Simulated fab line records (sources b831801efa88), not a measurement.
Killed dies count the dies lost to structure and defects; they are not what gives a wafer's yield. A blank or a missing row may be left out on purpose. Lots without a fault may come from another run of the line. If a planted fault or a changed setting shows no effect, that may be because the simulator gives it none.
Chamber matching / flow sky130 / SKY_VIA4_CMP_21 on cmp-02: 4 sister chambers
The step polishes, stops on SiO2, t overpolish 25 s, target thk 0 nm. 18 wafers are shown with their chamber, then 9 later ones without.

## WAFERS PAIRED WITH THEIR CHAMBERS
wafer=L075.3; chamber=2; motor-current-A (A)=11.9; time-to-endpoint-s (s)=127; overpolish-run-s (s)=24.998
wafer=L075.5; chamber=0; motor-current-A (A)=11.6; time-to-endpoint-s (s)=125; overpolish-run-s (s)=25.003
wafer=L075.6; chamber=1; motor-current-A (A)=11.6; time-to-endpoint-s (s)=124; overpolish-run-s (s)=24.987
wafer=L076.1; chamber=2; motor-current-A (A)=10.7; time-to-endpoint-s (s)=118; overpolish-run-s (s)=25.008
wafer=L076.2; chamber=3; motor-current-A (A)=10.8; time-to-endpoint-s (s)=115; overpolish-run-s (s)=25.016
wafer=L076.6; chamber=3; motor-current-A (A)=10.9; time-to-endpoint-s (s)=120; overpolish-run-s (s)=24.998
wafer=L082.1; chamber=2; motor-current-A (A)=11.3; time-to-endpoint-s (s)=123; overpolish-run-s (s)=24.991
wafer=L082.2; chamber=0; motor-current-A (A)=11.8; time-to-endpoint-s (s)=121; overpolish-run-s (s)=24.992
wafer=L082.4; chamber=3; motor-current-A (A)=11.4; time-to-endpoint-s (s)=116; overpolish-run-s (s)=24.999
wafer=L083.3; chamber=0; motor-current-A (A)=11.4; time-to-endpoint-s (s)=117; overpolish-run-s (s)=25.004
wafer=L083.5; chamber=0; motor-current-A (A)=12.2; time-to-endpoint-s (s)=118; overpolish-run-s (s)=24.994
wafer=L083.6; chamber=3; motor-current-A (A)=11.3; time-to-endpoint-s (s)=111; overpolish-run-s (s)=24.999
wafer=L087.1; chamber=2; motor-current-A (A)=11.5; time-to-endpoint-s (s)=120; overpolish-run-s (s)=25.009
wafer=L087.3; chamber=3; motor-current-A (A)=10.4; time-to-endpoint-s (s)=115; overpolish-run-s (s)=25.015
wafer=L087.6; chamber=1; motor-current-A (A)=11.2; time-to-endpoint-s (s)=115; overpolish-run-s (s)=25.016
wafer=L090.1; chamber=2; motor-current-A (A)=11.0; time-to-endpoint-s (s)=120; overpolish-run-s (s)=25.001
wafer=L090.5; chamber=1; motor-current-A (A)=11.6; time-to-endpoint-s (s)=119; overpolish-run-s (s)=24.973
wafer=L090.6; chamber=0; motor-current-A (A)=12.2; time-to-endpoint-s (s)=128; overpolish-run-s (s)=24.993

SIGNATURES (averages over the wafers above)
reading=motor-current-A; chamber 0=11.840; chamber 1=11.467; chamber 2=11.280; chamber 3=10.960; scatter within a chamber=0.389
reading=time-to-endpoint-s; chamber 0=121.80; chamber 1=119.33; chamber 2=121.60; chamber 3=115.40; scatter within a chamber=3.94
reading=overpolish-run-s; chamber 0=24.99720; chamber 1=24.99200; chamber 2=25.00140; chamber 3=25.00540; scatter within a chamber=0.0109
Rule: distance of a wafer from a chamber = root of the sum over the readings of ((wafer's reading minus chamber's mean) / reading's scatter) squared. If the next closest chamber is less than 2 further off than the closest, the wafer can't be placed; otherwise it belongs to the closest. How the scatter is found: for the shown wafers, subtract from each reading the mean of its chamber, square and add these, divide the total by (wafers less chambers), then take the root.

## WAFERS WHOSE CHAMBER IS MISSING
wafer=L093.3; motor-current-A (A)=11.0; time-to-endpoint-s (s)=120; overpolish-run-s (s)=25.001
wafer=L093.4; motor-current-A (A)=11.5; time-to-endpoint-s (s)=124; overpolish-run-s (s)=24.993
wafer=L093.6; motor-current-A (A)=11.5; time-to-endpoint-s (s)=121; overpolish-run-s (s)=25.016
wafer=L095.1; motor-current-A (A)=11.5; time-to-endpoint-s (s)=124; overpolish-run-s (s)=25.003
wafer=L095.5; motor-current-A (A)=11.2; time-to-endpoint-s (s)=119; overpolish-run-s (s)=25.022
wafer=L095.6; motor-current-A (A)=11.7; time-to-endpoint-s (s)=125; overpolish-run-s (s)=25.010
wafer=L097.1; motor-current-A (A)=10.8; time-to-endpoint-s (s)=121; overpolish-run-s (s)=24.992
wafer=L097.4; motor-current-A (A)=10.8; time-to-endpoint-s (s)=116; overpolish-run-s (s)=25.006
wafer=L097.5; motor-current-A (A)=10.8; time-to-endpoint-s (s)=117; overpolish-run-s (s)=24.997

## WHICH CHAMBER EACH WENT THROUGH
wafer=L093.3; from the rows above=can't be placed: 2 or 3 or 1 or 0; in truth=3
wafer=L093.4; from the rows above=can't be placed: 0 or 2 or 1 or 3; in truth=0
wafer=L093.6; from the rows above=can't be placed: 2 or 0 or 3 or 1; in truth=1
wafer=L095.1; from the rows above=can't be placed: 2 or 0 or 1 or 3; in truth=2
wafer=L095.5; from the rows above=can't be placed: 3 or 2 or 1 or 0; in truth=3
wafer=L095.6; from the rows above=can't be placed: 0 or 2 or 1 or 3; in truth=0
wafer=L097.1; from the rows above=can't be placed: 2 or 1 or 3 or 0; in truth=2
wafer=L097.4; from the rows above=can't be placed: 3 or 2 or 1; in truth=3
wafer=L097.5; from the rows above=can't be placed: 3 or 2 or 1 or 0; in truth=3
0 of 9 placed correctly. These rows do not allow placing 9 (true chamber among the candidates in 9). 0 placed wrongly.
